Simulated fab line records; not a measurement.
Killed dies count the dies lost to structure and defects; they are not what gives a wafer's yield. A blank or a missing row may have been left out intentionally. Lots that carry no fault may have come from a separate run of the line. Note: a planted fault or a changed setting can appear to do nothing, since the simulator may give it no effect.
Problem report, 8D (eight disciplines) form, completed by code :: flow gf180mcu :: the parts of the form that need people (team, actions taken, sign-off) are left out

## 1. PROBLEM STATEMENT
At GF_M4_SPUTTER_02, chamber_pressure_pa averages 0.4249 Pa over 9 wafers from 3 lots, while fault-free wafers read 0.3999 Pa, standard deviation 0.00076. That puts it +33 standard deviations away from the usual mean.
The step: material AlCu, target thk 450 nm, time 23.9 s.
The first sign was on wafer L450.1 at day 25 22:19, on pvd_sputter-04. The record has a number at this step for 42 wafers belonging to 14 lots. By rule, "out" or "out of limits" means more than 4 standard deviations away from the usual mean. The rest of the wafers with a number are treated as sound.

## 2. WHAT IT IS; WHAT IT IS NOT
question: which readings at this step
is: chamber_pressure_pa
is not: throttle_valve_pct

question: which lots
is: L450, L452, L453
is not: L440, L443, L444, L448, L449, L455, L456, L458, L459, L462, L463

question: which wafers of those lots
is: all that have a number
is not: -

question: read on which tools
is: pvd_sputter-04
is not: pvd_sputter-02, pvd_sputter-03

question: when
is: from day 25 22:19
is not: up to then (15 sound wafers); but 18 sound wafers of L455, L456, L458, L459, L462, L463 came after

## 3. THE SUSPECTS, EACH WITH WHAT RULES IT OUT
Counting: a tool at any process step up to the reading remains a suspect when it ran all the lots that are out and ran no sound lot after the first of those.
- pvd_sputter-04 at GF_M4_SPUTTER_02 (material AlCu, target thk 450 nm, time 23.9 s): ruled out as a lasting fault. After its first lot that is out, L450 (day 25 22:19), sound lots L463 ran on it.
Left after counting: nothing in the record.

## 4. THE CAUSE (what the simulator had put in)
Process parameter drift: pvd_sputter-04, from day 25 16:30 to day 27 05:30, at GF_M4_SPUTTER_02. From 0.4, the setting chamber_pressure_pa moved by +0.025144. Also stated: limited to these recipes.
Counting ruled it out, wrongly.

## 5. THE EFFECT CHAIN, in route order
Rows list readings where the struck wafers' mean (over those with a number) sits beyond 3 standard deviations from the usual. Only readings for which the record gives a usual standard deviation are gone through. hours: the time from each lot's start at the first step in this table that gives one to its start at this step, as a median over the lots. sigmas: the change in usual standard deviations.
hours: 0
step: GF_M4_SPUTTER_02
reading: chamber_pressure_pa
usual: 0.3999 Pa
on struck wafers: 0.4249
change: +0.0250
sigmas: +33
Here are the process steps it includes:
- GF_M4_SPUTTER_02: material AlCu, target thk 450 nm, time 23.9 s.

## 6. HOW IT WOULD HAVE BEEN CAUGHT EARLIER
First out-of-limits reading in this record: day 25 22:19, which is 6 hours after fault onset at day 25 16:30.
